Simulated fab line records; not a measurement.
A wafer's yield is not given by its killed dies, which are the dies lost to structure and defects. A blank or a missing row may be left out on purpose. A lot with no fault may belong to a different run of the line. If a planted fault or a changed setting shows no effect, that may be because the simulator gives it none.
A struck lot beside a sound one -- flow sky130 -- 43 steps out of a route of 708
Sound: these wafers, L721.2, L721.4, L721.5. Wafers L730.1, L730.2, L730.4 were the ones struck. Last of all comes the cause.
At each step with rows: each side's tool, then ch and its chambers, then its first start. Under that, the readings that differ: sound wafers -- struck wafers -- difference of the means -- sigmas: that difference in standard deviations of wafers without a fault.
alike: words and numbers the same on both sides, and readings whose means are apart by under 2 such deviations; not compared: readings that were withheld, readings missing a value for some wafer, numbers with overlapping values and no deviation given by the record, and bounds like >300 which may hide the same value.
A row with sigmas, a row that says differs or no value, or rows on one side alone: a step with any of these is where the two part. When numbers do not overlap yet have no deviation, they are printed without sigmas and do not part them. Lack of a reading on every wafer of one side parts them only where that side has two or more wafers.

SKY_METAL5_SPUTTER_04: material TiN, target thk 70 nm, time 58.3 s.
  sound on pvd-sputter-03, day 44 11:31; struck on pvd-sputter-03, day 46 10:16
  alike: throttle-valve-pct
SKY_METAL5_RS_MEAS_05: a four-point-probe measurement.
  sound on film-metro-04, day 44 11:35; struck on film-metro-02, day 46 10:19
reading,sound,struck,difference,sigmas
METAL5_ALCU_RS (ohm/sq),0.0269 0.0268 0.0270,0.0275 0.0274 0.0277,+0.0006,+2
SKY_METAL5_THK_MEAS_06: measures by xrf.
  sound on film-metro-04, day 44 11:41; struck on film-metro-02, day 46 10:26
  alike: METAL5_ALCU_THK
then, 9 steps without rows for these wafers: SKY_METAL5_DEHYDRATE_07 (time 60 s); SKY_METAL5_HMDS_08 (prime time 60 s); SKY_METAL5_COAT_09 (resist thk 1800 nm); SKY_METAL5_SOFTBAKE_10 (time 60 s); SKY_METAL5_EXPOSE_11 (exposes mask MM5, target cd 1600 nm); SKY_METAL5_PEB_12; SKY_METAL5_DEVELOP_13 (develop time 60 s); SKY_METAL5_DESCUM_14 (chemistry O2, time 11 s); SKY_METAL5_METAL_ETCH_15 (etches the open film in Cl2/BCl3, stops on SiO2, target depth 1260 nm, time 252 s).
SKY_METAL5_STRIP_16: strips in O2/N2.
  sound on plasma-asher-04 ch 0,1, day 45 09:24; struck on plasma-asher-04 ch 0,1, day 47 06:54
  alike: drypump-motor-current-A, o2-flow-sccm, oes-product-au, strip-time-to-endpoint-s
  not compared: rf-hours-counter-h
then, 3 steps without rows for these wafers: SKY_METAL5_STRIP_17 (strips in post etch residue remover, time 1200 s); SKY_METAL5_CLEAN_18 (cleans in IPA, time 180 s); SKY_METAL5_CLEAN_19 (cleans in O3/DIW).
SKY_PASSIVATION_CVD_00: deposits SiO2, target thk 90 nm.
  sound on pecvd-03 ch 0,2, day 45 10:02; struck on pecvd-03 ch 0,1,2, day 47 07:35
  alike: heater-power-outer-w, heater-power-w
SKY_PASSIVATION_THK_MEAS_01:
  sound on film-metro-03, day 45 10:04; struck on film-metro-02, day 47 07:38
  alike: PASSIVATION_CVD_00_THK
SKY_PASSIVATION_CVD_02: deposits Si3N4, target thk 540 nm.
  sound on pecvd-02 ch 1,2, day 45 10:07; struck on pecvd-04 ch 0,1, day 47 07:41
  alike: heater-power-outer-w, heater-power-w
SKY_PASSIVATION_THK_MEAS_03:
  sound on film-metro-04, day 45 10:24; struck on film-metro-04, day 47 08:02
  alike: PASSIVATION_CVD_02_THK
then, 16 steps without rows for these wafers: SKY_PASSIVATION_DEHYDRATE_04 (time 60 s); SKY_PASSIVATION_HMDS_05 (prime time 60 s); SKY_PASSIVATION_COAT_06 (resist thk 3000 nm); SKY_PASSIVATION_SOFTBAKE_07; SKY_PASSIVATION_EXPOSE_08 (exposes mask NSM, target cd 3000 nm); SKY_PASSIVATION_PEB_09; SKY_PASSIVATION_DEVELOP_10 (develop time 60 s); SKY_PASSIVATION_ETCH_11 (etches the open film in CF4/O2, stops on AlCu, target depth 725 nm, time 161.1 s); SKY_PASSIVATION_STRIP_12 (strips in O2/N2); SKY_PAD_OPEN_DEHYDRATE_00 (time 60 s); SKY_PAD_OPEN_HMDS_01 (prime time 60 s); SKY_PAD_OPEN_COAT_02 (resist thk 3000 nm); SKY_PAD_OPEN_SOFTBAKE_03; SKY_PAD_OPEN_EXPOSE_04 (exposes mask PDM, target cd 60000 nm); SKY_PAD_OPEN_PEB_05; SKY_PAD_OPEN_DEVELOP_06 (develop time 60 s).
SKY_PAD_OPEN_ETCH_07: etches the open film in CF4/O2, stops on AlCu, target depth 725 nm, time 161.1 s.
  sound on rie-diel-04 ch 1,2,3, day 47 03:22; struck on rie-diel-03 ch 0,2,3, day 48 23:32
  alike: cf4-flow-sccm, drypump-motor-current-A, oes-product-au, throttle-valve-pct
  not compared: rf-hours-counter-h
SKY_PAD_OPEN_STRIP_08: strips in O2/N2.
  sound on plasma-asher-04 ch 0, day 47 03:28; struck on plasma-asher-04 ch 0,1, day 48 23:38
  alike: drypump-motor-current-A, o2-flow-sccm, oes-product-au, strip-time-to-endpoint-s
  not compared: rf-hours-counter-h
then, 4 steps without rows for these wafers: SKY_PAD_OPEN_STRIP_09 (strips in post etch residue remover, time 1200 s); SKY_PAD_OPEN_CLEAN_10 (cleans in IPA, time 180 s); SKY_PAD_OPEN_CLEAN_11 (cleans in O3/DIW); SKY_PAD_OPEN_ANNEAL_12.
SKY_PAD_OPEN_PROBE_99:
  sound on prober-01, day 47 05:46; struck on prober-02, day 49 01:55
reading,sound,struck,difference,sigmas
defect-limited-yield (%),84.1 85.4 82.5,70.5 74.8 68.5,-12.7,-7
killed_at_M4_up,4 3 8,61 57 51,+51,+29
killed-dies,78 72 86,145 124 155,+63,+7
killed-on-rim,16 11 14,36 30 36,+20,+6
sort_bin_3_pad_short (%),1.0 1.4 0.8,6.3 4.7 6.1,+4.6,+12
sort_bin_5_function (%),8.3 8.9 10.0,14.6 15.4 16.7,+6.5,+5
sort-n-pass,414 420 406,347 368 337,-63,-7
sort-yield-pct (%),84.1 85.4 82.5,70.5 74.8 68.5,-12.7,-7
model.etest.tester.sort-n-pass,414 420 406,347 368 337,-63,
model.etest.tester.sort-yield-pct (%),84.15 85.37 82.52,70.53 74.8 68.5,-12.74,
model.etest.tester.sort_bin_3_pct (%),1.016 1.423 0.813,6.301 4.675 6.098,+4.607,
model.etest.tester.sort_bin_5_pct (%),8.333 8.943 9.959,14.63 15.45 16.67,+6.51,
  alike: killed_at_M0_to_M3, killed-at-contacts, killed-at-front-end, killed-at-other, killed-open, killed-short, sort_bin_6_memory

WHERE THEY PART
Earliest at SKY_METAL5_RS_MEAS_05; latest, in this record, at SKY_PAD_OPEN_PROBE_99.

WHY: what had been put in by the simulator
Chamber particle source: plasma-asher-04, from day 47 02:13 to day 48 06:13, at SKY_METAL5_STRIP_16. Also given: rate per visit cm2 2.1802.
